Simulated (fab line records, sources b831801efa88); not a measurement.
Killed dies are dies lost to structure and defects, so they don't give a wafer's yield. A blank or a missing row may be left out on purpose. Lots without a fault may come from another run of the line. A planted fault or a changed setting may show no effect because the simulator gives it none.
Problem report in the 8D (eight disciplines) form, filled by code | flow sky130 | the parts of the form that need people (team, actions taken, sign-off) are left out

1. THE PROBLEM
PASSIVATION_CVD_02_THK at SKY_PASSIVATION_THK_MEAS_03 reads a mean of 596 nm on 6 wafers of 2 lots; wafers without a fault read 540 nm with a standard deviation of 6.4. That is +8.8 standard deviations from the usual mean.
First seen on wafer L177.3, day 46 14:17, on film_metro-03. The record holds 33 wafers of 11 lots with a number at this step. Rule for "out", or "out of limits": more than 4 standard deviations from the usual mean. The other wafers with a number count as sound.

2. WHAT IT IS AND WHAT IT IS NOT
question                    | is                     | is not
which readings at this step | PASSIVATION_CVD_02_THK | -
which lots                  | L177, L179             | L168, L169, L170, L172, L174, L175, L185, L187, L190
which wafers of those lots  | all that have a number | -
read on which gauges        | film_metro-03          | film_metro-01, film_metro-02
when                        | from day 46 14:17      | up to then (18 sound wafers); but 9 sound wafers of L185, L187, L190 came after

3. SUSPECTS, AND WHAT RULES EACH OUT
Counting: a tool at a process step up to the reading stays a suspect if it ran every lot that is out and no sound lot after the first of them.
- the gauge at SKY_PASSIVATION_THK_MEAS_03: kept. All the wafers that are out were read on film_metro-03, and no step on other tools shows them out.
- pecvd-02 at SKY_PASSIVATION_CVD_02 (deposits Si3N4, target thk 540 nm): kept. It ran every lot that is out, first L177 (day 46 13:52), and no sound lot after that; its last sound lot up to then is L175 (day 46 03:43).
Left after counting: pecvd-02 at SKY_PASSIVATION_CVD_02, film_metro-03 at SKY_PASSIVATION_THK_MEAS_03.

4. THE CAUSE (what the simulator had put in)
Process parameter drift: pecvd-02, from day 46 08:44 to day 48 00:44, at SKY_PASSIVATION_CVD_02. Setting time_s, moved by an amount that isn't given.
Counting left 2 suspects, and this tool is among them.

5. THE CHAIN OF EFFECTS, in route order
Each row: a reading whose mean over the struck wafers that have a number lies more than 3 standard deviations from the usual. Only readings for which the record gives a usual standard deviation are gone through. hours: the time from each lot's start at the first step in this table that gives one to its start at this step, as a median over the lots. sigmas: the change in usual standard deviations.
hours | step                        | reading                | usual  | on struck wafers | change | sigmas
0     | SKY_PASSIVATION_THK_MEAS_03 | PASSIVATION_CVD_02_THK | 540 nm | 596              | +56    | +8.8

6. WHAT WOULD HAVE CAUGHT IT SOONER
In this record the first reading out of limits at a measuring or inspecting step was taken at day 46 14:17, 6 hours after the fault began at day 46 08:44.
Of the tool readings at SKY_PASSIVATION_CVD_02 for which the record gives a usual standard deviation, none was out on any struck wafer, so an alarm limit of 4 standard deviations on them would not have fired.
Of the lots that are out (2), L179 began SKY_PASSIVATION_CVD_02 on pecvd-02 after day 46 14:17. A hold on the tool at that time would have spared it.
